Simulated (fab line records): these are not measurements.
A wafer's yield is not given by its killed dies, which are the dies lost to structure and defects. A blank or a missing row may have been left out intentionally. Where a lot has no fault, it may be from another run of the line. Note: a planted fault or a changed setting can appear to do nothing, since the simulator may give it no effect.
A lot that was struck, set against a sound lot -- flow sky130 -- 32 steps out of a route of 708
Sound: wafers L424.1, L424.2, L424.4. Wafers struck: L433.2, L433.3, L433.5. The cause comes at the end.
Each step with rows lists, per side, the tool, then ch with its chambers, then its first start. Under that, the readings that differ: sound wafers -- struck wafers -- difference of the means -- sigmas: that difference in standard deviations of wafers without a fault.
alike: words and numbers the same on both sides, and readings whose means are apart by under 2 such deviations; not compared: readings that were withheld, readings missing a value for some wafer, numbers with overlapping values and no deviation given by the record, and bounds like >300 which may hide the same value.
Wherever a step has rows on one side only, a row that says differs or no value, or a row with sigmas, the two part there. Numbers that don't overlap but have no deviation are shown without sigmas and don't part them. A reading missing from all wafers of one side parts the sides only when that side holds two or more wafers.

SKY_PWDE_OVL_MEAS_07:
  sound on overlay-01 at day 4 05:08; struck on overlay-01 at day 6 08:16
  alike: PWDE_OVL
following that, these wafers have no rows for 1 step: SKY_PWDE_IMPLANT_08.
SKY_PWDE_STRIP_09: strips in O2/N2.
  sound on plasmaAsher-01 ch 0,1, day 4 05:20; struck on plasmaAsher-04 ch 0,1, day 6 08:27
reading,sound,struck,difference,sigmas
drypumpMotorCurrentA (A),6.0 6.5 6.5,5.5 5.8 5.8,-0.6,-2
stripTimeToEndpointS (s),36.82 36.70 36.72,37.10 36.98 36.96,+0.27,+2
  alike: oesProductAu
  not compared: rfHoursCounterH
SKY_PWDE_TW_MEAS_10:
  sound on filmMetro-02 at day 4 05:26; struck on filmMetro-01 at day 6 08:34
  alike: PWDE_TW
then, 7 steps without rows for these wafers: SKY_NWELL_DEHYDRATE_03 (time 60 s); SKY_NWELL_HMDS_04 (prime time 60 s); SKY_NWELL_COAT_05 (resist thk 3000 nm); SKY_NWELL_SOFTBAKE_06; SKY_NWELL_EXPOSE_07 (exposes mask NWM, target cd 840 nm); SKY_NWELL_PEB_08; SKY_NWELL_DEVELOP_09 (develop time 60 s).
SKY_NWELL_OVL_MEAS_10:
  sound on overlay-01 at day 4 22:19; struck on overlay-01 at day 7 03:23
  alike: NWELL_00_OVL
SKY_NWELL_IMPLANT_11:
  sound on implanter-02 ch 0, day 4 22:22; struck on implanter-03 ch 0, day 7 03:45
then, 2 steps without rows for these wafers: SKY_NWELL_IMPLANT_12; SKY_NWELL_IMPLANT_13.
SKY_NWELL_STRIP_14: strips in O2/N2.
  sound on plasmaAsher-04 ch 0,1, day 4 22:49; struck on plasmaAsher-03 ch 0, day 7 04:10
  alike: drypumpMotorCurrentA, oesProductAu, stripTimeToEndpointS
  not compared: rfHoursCounterH
SKY_NWELL_TW_MEAS_15:
  sound on filmMetro-02 at day 4 22:55; struck on filmMetro-04 at day 7 04:34
reading,sound,struck,difference,sigmas
NWELL_TW,1832 1834 1826,2326 2326 2308,+489,+26
then, 7 steps without rows for these wafers: SKY_NWELL_DEHYDRATE_16 (time 60 s); SKY_NWELL_HMDS_17 (prime time 60 s); SKY_NWELL_COAT_18 (resist thk 3000 nm); SKY_NWELL_SOFTBAKE_19; SKY_NWELL_EXPOSE_20 (exposes mask NWM COMPLEMENT, target cd 840 nm); SKY_NWELL_PEB_21; SKY_NWELL_DEVELOP_22 (develop time 60 s).
SKY_NWELL_OVL_MEAS_23:
  sound on overlay-01 at day 5 16:05; struck on overlay-01 at day 7 22:56
  alike: NWELL_01_OVL
following that, these wafers have no rows for 1 step: SKY_NWELL_IMPLANT_24.
SKY_NWELL_STRIP_25: strips in O2/N2.
  sound on plasmaAsher-02 ch 0,1, day 5 20:04; struck on plasmaAsher-03 ch 0,1, day 7 23:07
reading,sound,struck,difference,sigmas
stripTimeToEndpointS (s),37.02 37.01 36.88,36.67 36.68 36.70,-0.29,-3
  alike: drypumpMotorCurrentA, oesProductAu
  not compared: rfHoursCounterH
SKY_NWELL_TW_MEAS_26:
  sound on filmMetro-04 at day 5 20:10; struck on filmMetro-01 at day 7 23:13
  alike: NWELL_2_TW
then, 1 step without rows for these wafers: SKY_NWELL_CLEAN_27 (cleans in SC1/SC2, time 150 s).
SKY_NWELL_RTA_28: time 30 s.
  sound on rtpAnneal-01 ch 0, day 5 20:17; struck on rtpAnneal-02 ch 0, day 7 23:20
  alike: lampPowerPct, wafer_temp_C_max
SKY_NWELL_RS_MEAS_29: the measuring method here is four-point-probe.
  sound on filmMetro-01 at day 5 20:23; struck on filmMetro-04 at day 7 23:48
reading,sound,struck,difference,sigmas
NWELL_RS (ohm/sq),625.3 623.0 624.1,429.2 430.1 430.6,-194.2,-99 or more
SKY_PAD_OPEN_PROBE_99:
  the record has rows for the sound wafers here (prober-01, day 46 14:02) and none for the struck ones

== WHERE THEY PART ==
At SKY_PWDE_STRIP_09 first; at SKY_PAD_OPEN_PROBE_99 last (within this record only).

WHY: what had been put in by the simulator
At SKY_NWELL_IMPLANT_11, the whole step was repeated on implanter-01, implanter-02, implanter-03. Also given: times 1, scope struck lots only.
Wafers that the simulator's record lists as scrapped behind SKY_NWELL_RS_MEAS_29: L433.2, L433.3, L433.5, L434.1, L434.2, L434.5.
